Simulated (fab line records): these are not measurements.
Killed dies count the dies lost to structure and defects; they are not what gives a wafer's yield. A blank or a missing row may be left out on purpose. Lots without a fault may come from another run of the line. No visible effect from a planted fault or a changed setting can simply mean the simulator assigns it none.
Which of the tools did it? -- flow sky130 -- 11 lots with 33 wafers sampled at 5 steps, on a route of 708 steps

## WHAT THE GAUGES READ, wafer by wafer
SKY_SD_N_RS_MEAS_17: measures by four-point-probe. Usual: SD_P_RS gives 147.3 ohm/sq (standard deviation 0.39).
lot,measured,on,SD_P_RS (ohm/sq),flag
L142,day 27 14:58,film metro-02,147.8 147.5 147.7,
L144,day 28 08:19,film metro-04,147.3 146.9 147.3,
L146,day 29 08:07,film metro-04,146.9 146.7 146.9,
L148,day 29 21:17,film metro-01,147.1 146.9 147.0,
L149,day 31 12:11,film metro-04,147.3 147.8 147.5,
L152,day 31 13:59,film metro-01,147.1 146.5 146.7,
L156,day 32 23:22,film metro-04,147.4 147.0 146.9,
L157,day 33 10:06,film metro-01,147.7 147.1 147.3,
L160,day 33 16:44,film metro-02,147.8 147.4 147.6,
L163,day 34 17:44,film metro-04,147.3 147.2 147.6,
L165,day 35 06:07,film metro-01,146.5 146.9 147.2,

SKY_LI_CONTACT_OVL_MEAS_13. Usual: LI_CONTACT_OVL gives 3 nm (standard deviation 4.5).
lot,measured,on,LI_CONTACT_OVL (nm),flag
L142,day 28 19:59,overlay-01,2 5 -1,
L144,day 29 13:01,overlay-01,-4 -1 0,
L146,day 30 12:32,overlay-02,-1 3 3,
L148,day 31 01:35,overlay-01,2 0 -3,
L149,day 32 16:29,overlay-01,4 -6 5,
L152,day 32 17:08,overlay-01,3 3 3,
L156,day 34 02:53,overlay-01,2 7 -1,
L157,day 34 13:47,overlay-01,2 1 0,
L160,day 34 21:05,overlay-01,3 -4 -4,
L163,day 35 21:26,overlay-01,-3 -11 -1,
L165,day 36 09:40,overlay-02,4 -2 -2,

SKY_LOCAL_INTERCONNECT_RS_MEAS_01: measures by four-point-probe. Usual: LOCAL_INTERCONNECT_TIN_RS gives 14.13 ohm/sq (standard deviation 0.13).
lot,measured,on,LOCAL_INTERCONNECT_TIN_RS (ohm/sq),flag
L142,day 28 21:27,film metro-04,14.05 14.10 14.10,
L144,day 29 14:17,film metro-04,14.16 14.12 14.21,
L146,day 30 13:51,film metro-03,13.91 14.00 14.21,
L148,day 31 02:53,film metro-03,14.28 14.09 14.21,
L149,day 32 17:46,film metro-03,14.24 14.12 14.21,
L152,day 32 18:43,film metro-03,14.21 14.14 14.14,
L156,day 34 04:10,film metro-02,14.06 14.21 14.05,
L157,day 34 15:04,film metro-02,14.26 13.97 14.07,
L160,day 34 22:22,film metro-03,14.51 13.83 13.97,
L163,day 35 22:41,film metro-03,14.59 14.04 14.17,
L165,day 36 10:55,film metro-02,13.90 13.97 13.98,

## TOOL THAT RAN EACH LOT (tool first, then ch and the chambers of the sampled wafers, then the start)
lot,SKY_LI_CONTACT_SPUTTER_20,SKY_LOCAL_INTERCONNECT_SPUTTER_00
L142,"pvd sputter-04, day 28 20:43","pvd sputter-03, day 28 21:23"
L144,"pvd sputter-02, day 29 13:32","pvd sputter-03, day 29 14:13"
L146,"pvd sputter-04, day 30 13:05","pvd sputter-02, day 30 13:45"
L148,"pvd sputter-04, day 31 02:07","pvd sputter-02, day 31 02:47"
L149,"pvd sputter-02, day 32 17:02","pvd sputter-03, day 32 17:42"
L152,"pvd sputter-01, day 32 17:41","pvd sputter-04, day 32 18:38"
L156,"pvd sputter-02, day 34 03:26","pvd sputter-04, day 34 04:06"
L157,"pvd sputter-04, day 34 14:19","pvd sputter-03, day 34 14:59"
L160,"pvd sputter-02, day 34 21:37","pvd sputter-04, day 34 22:17"
L163,"pvd sputter-02, day 35 21:58","pvd sputter-04, day 35 22:38"
L165,"pvd sputter-02, day 36 10:11","pvd sputter-03, day 36 10:52"
- SKY_LI_CONTACT_SPUTTER_20: material TiN, target thk 20 nm, time 80 s.
- SKY_LOCAL_INTERCONNECT_SPUTTER_00: material TiN, target thk 100 nm, time 83.3 s.

## WHAT THE TOOLS THEMSELVES READ (means of the sampled wafers that have a number; where no wafer has one, the mark that the record gives instead)
SKY_LI_CONTACT_SPUTTER_20. Usual: cathode dc power W 3999.9 W, standard deviation 0.7; chamber pressure pa 5.000 Pa, standard deviation 0.0095; throttle valve pct 29.8 %, standard deviation 0.49.
lot,tool,cathode dc power W (W),chamber pressure pa (Pa),throttle valve pct (%),flag
L142,pvd sputter-04,3999.8,5.003,30.2,
L144,pvd sputter-02,4000.1,5.000,29.5,
L146,pvd sputter-04,4000.0,5.003,30.1,
L148,pvd sputter-04,3999.5,4.996,30.0,
L149,pvd sputter-02,3999.8,4.998,29.6,
L152,pvd sputter-01,3999.9,5.010,29.6,
L156,pvd sputter-02,3999.5,4.998,29.6,
L157,pvd sputter-04,3999.5,5.004,30.1,
L160,pvd sputter-02,3999.3,5.010,29.4,
L163,pvd sputter-02,4000.0,4.999,30.0,
L165,pvd sputter-02,3999.6,4.992,29.9,

SKY_LOCAL_INTERCONNECT_SPUTTER_00. Usual: cathode dc power W 6500.0 W, standard deviation 1.1; chamber pressure pa 0.4001 Pa, standard deviation 0.00077; throttle valve pct 30.4 %, standard deviation 0.79.
lot,tool,cathode dc power W (W),chamber pressure pa (Pa),throttle valve pct (%),flag
L142,pvd sputter-03,6500.3,0.3996,30.9,
L144,pvd sputter-03,6500.4,0.3994,30.3,
L146,pvd sputter-02,6501.5,0.4007,29.6,
L148,pvd sputter-02,6499.3,0.4000,29.8,
L149,pvd sputter-03,6500.7,0.4002,31.4,
L152,pvd sputter-04,6499.9,0.4000,30.2,
L156,pvd sputter-04,6500.1,0.4001,30.5,
L157,pvd sputter-03,6499.5,0.3995,31.2,
L160,pvd sputter-04,6433.0,0.3995,30.3,OFF
L163,pvd sputter-04,6432.8,0.4000,29.6,OFF
L165,pvd sputter-03,6500.8,0.4005,30.3,

## THE ANSWER, worked out from the rows above alone
Rule: lot off if the mean of its wafers having a number is beyond 3 standard deviations from the usual mean. Also off: a lot with no number at a reading for which 4 or more lots have one. Any other lot the step has rows for is counted as sound. First the gauges in route order, then the tools' own readings, where a lot's mean is used as printed above. The first step at which some lot is off is used, and at that step the reading that is off furthest; a lot without a number counts as furthest.
Off, at SKY_LOCAL_INTERCONNECT_SPUTTER_00 on cathode dc power W: L160, L163.
If a tool, at that step or one of the process steps before it, ran each lot that is off and ran no sound lot following the first of them, it fits. One candidate fits, namely pvd sputter-04 at SKY_LOCAL_INTERCONNECT_SPUTTER_00. A fault onset in the window from L156 (day 34 04:06, its last sound lot) to L160 (day 34 22:17, its first lot off) fits.
On the lots that are off, the tool's own readings at SKY_LOCAL_INTERCONNECT_SPUTTER_00 differ by more than 5 times the standard deviation of the sound lots' means, which bears it out; cathode dc power W reads 6432.9 W there versus 6500.3 W on the sound lots.

## WHAT THE SIMULATOR PUT IN
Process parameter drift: pvd sputter-04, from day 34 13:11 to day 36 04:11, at SKY_LOCAL_INTERCONNECT_SPUTTER_00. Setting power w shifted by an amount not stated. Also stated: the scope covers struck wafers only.
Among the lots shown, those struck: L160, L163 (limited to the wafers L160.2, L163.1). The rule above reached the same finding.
